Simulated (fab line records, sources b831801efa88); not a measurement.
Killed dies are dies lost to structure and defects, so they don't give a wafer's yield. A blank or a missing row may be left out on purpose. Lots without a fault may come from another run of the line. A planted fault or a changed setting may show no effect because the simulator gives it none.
Split-lot experiment | flow gf180mcu | 5 lots, 23 wafers read, on a route of 602 steps

THE SPLIT
At GF_MIM_SPUTTER_08 (material AlCu, target thk 200 nm, time 10.6 s), the setting power_w was moved away from the recipe's 10600 W on 8 of the 23 wafers read, by -9.0% to +10.9%. The other wafers ran this setting at the recipe's value.

FROM THE SPLIT TO THE READING: what the file shows between them, 4 steps
- GF_MIM_SPUTTER_09: material TiN, target thk 35 nm, time 29.2 s
- GF_MIM_RS_MEAS_10: measures by four-point-probe
- GF_MIM_THK_MEAS_11: measures by xrf
- GF_MIM_DEVELOP_18: develop time 60 s (also split here: dev_temp_c)

THE READING
oes_product_au, in a.u., at GF_MIM_METAL_ETCH_19 (etches the open film in Cl2/BCl3, stops on Si3N4, target depth 324.5 nm, time 54.1 s). Fault-free wafers of this fab line usually give 0.941 a.u., standard deviation 0.0048 a.u..

wafer  | tool, chamber at the split | power_w as run, W | against the recipe | oes_product_au, a.u. | against lot-mates on the recipe
L076.1 | pvd_sputter-04, -          | 10600             | recipe             | 0.940                | -
L076.4 | pvd_sputter-04, -          | 10600             | recipe             | 0.938                | -
L076.5 | pvd_sputter-04, -          | 10600             | recipe             | 0.940                | -
L077.1 | pvd_sputter-04, -          | 10600             | recipe             | 0.948                | -
L077.2 | pvd_sputter-04, -          | 9651              | -9.0%              | 0.907                | -0.039
L077.3 | pvd_sputter-04, -          | 9651              | -9.0%              | 0.905                | -0.041
L077.5 | pvd_sputter-04, -          | 9651              | -9.0%              | 0.900                | -0.046
L077.6 | pvd_sputter-04, -          | 10600             | recipe             | 0.944                | -
L081.1 | pvd_sputter-04, -          | 10600             | recipe             | 0.940                | -
L081.2 | pvd_sputter-04, -          | 11760             | +10.9%             | 0.977                | +0.039
L081.4 | pvd_sputter-04, -          | 11760             | +10.9%             | 0.983                | +0.045
L081.5 | pvd_sputter-04, -          | 11760             | +10.9%             | 0.977                | +0.039
L081.6 | pvd_sputter-04, -          | 10600             | recipe             | 0.936                | -
L082.1 | pvd_sputter-04, -          | 10600             | recipe             | 0.935                | -
L082.2 | pvd_sputter-04, -          | 10600             | recipe             | 0.938                | -
L082.3 | pvd_sputter-04, -          | 10600             | recipe             | 0.938                | -
L082.4 | pvd_sputter-04, -          | 10600             | recipe             | 0.948                | -
L082.5 | pvd_sputter-04, -          | 10600             | recipe             | 0.942                | -
L083.1 | pvd_sputter-04, -          | 10600             | recipe             | 0.944                | -
L083.2 | pvd_sputter-04, -          | 10040             | -5.3%              | 0.933                | -0.010
L083.3 | pvd_sputter-04, -          | 10600             | recipe             | 0.942                | -
L083.4 | pvd_sputter-04, -          | 10600             | recipe             | 0.943                | -
L083.6 | pvd_sputter-04, -          | 10040             | -5.3%              | 0.919                | -0.024

THE FIT
A straight line over all 23 wafers: oes_product_au changes by +0.00366 a.u. for each +1% of power_w; r = +0.97; the points scatter about the line by 0.0047 a.u..
The same after taking each lot's own level away (the mean of its wafers on the recipe; 23 wafers): +0.00404 a.u. for each +1%; r = +0.98; scatter 0.0045 a.u..
On that fit, the largest move of power_w shifts the reading by 0.044 a.u..
The lots' own levels span 0.9380 to 0.9460 a.u., that is 1.7 times the standard deviation above.
So the lot-to-lot level changes the slope little: the two slopes agree.
Check: with one of the wafers moved furthest among these (+10.9%) left out of the fit, the line predicts +0.0448 a.u. for it against its lot-mates. It came out at +0.039 a.u. against them.

OTHER SPLITS ON THESE WAFERS
These wafers also went through other splits before the reading. Each is held against what the fit with the lots' levels taken away leaves over:
other split on the same wafers       | wafers away from the commonest value | r with oes_product_au (lot level and that fit taken away)
GF_M3_SPUTTER_04 power_w             | 6                                    | -0.06
GF_V3_CMP_04 leave_above_ref_nm      | 5                                    | -0.05
GF_V3_ETCH_17 source_w               | 7                                    | +0.31
GF_M4_SPUTTER_00 power_w             | 6                                    | -0.43
GF_M4_SPUTTER_03 power_w             | 6                                    | +0.08
GF_M4_PEB_12 peb_time_s              | 9                                    | +0.01
GF_V4_CMP_04 leave_above_ref_nm      | 8                                    | +0.09
GF_V4_COAT_09 resist_thk_nm          | 7                                    | +0.19
GF_V4_SPUTTER_21 chamber_pressure_pa | 5                                    | +0.31
GF_MIM_DEVELOP_18 dev_temp_c         | 12                                   | -0.16

THE WHOLE CHAIN: every reading that the file lists as answering this split, in the file's order
step                 | what it does                                                                         | reading                                                                        | change (the file's fit)                   | r (the file's)
GF_MIM_SPUTTER_08    | material AlCu, target thk 200 nm, time 10.6 s                                        | AlCu_of_MIM_SPUTTER_08.thk_nm (the simulator's own value, which no gauge read) | +1.95 nm for each +1% of the setting      | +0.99
GF_MIM_RS_MEAS_10    | measures by four-point-probe                                                         | MIM_ALCU_RS                                                                    | -0.00166 for each +1% of the setting      | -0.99
GF_MIM_THK_MEAS_11   | measures by xrf                                                                      | MIM_ALCU_THK                                                                   | +1.91 for each +1% of the setting         | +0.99
GF_MIM_METAL_ETCH_19 | etches the open film in Cl2/BCl3, stops on Si3N4, target depth 324.5 nm, time 54.1 s | oes_product_au                                                                 | +0.00402 a.u. for each +1% of the setting | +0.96

THE FILE'S OWN FIT
oes_product_au changes by +0.00402 a.u. for each +1% of power_w, r = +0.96.
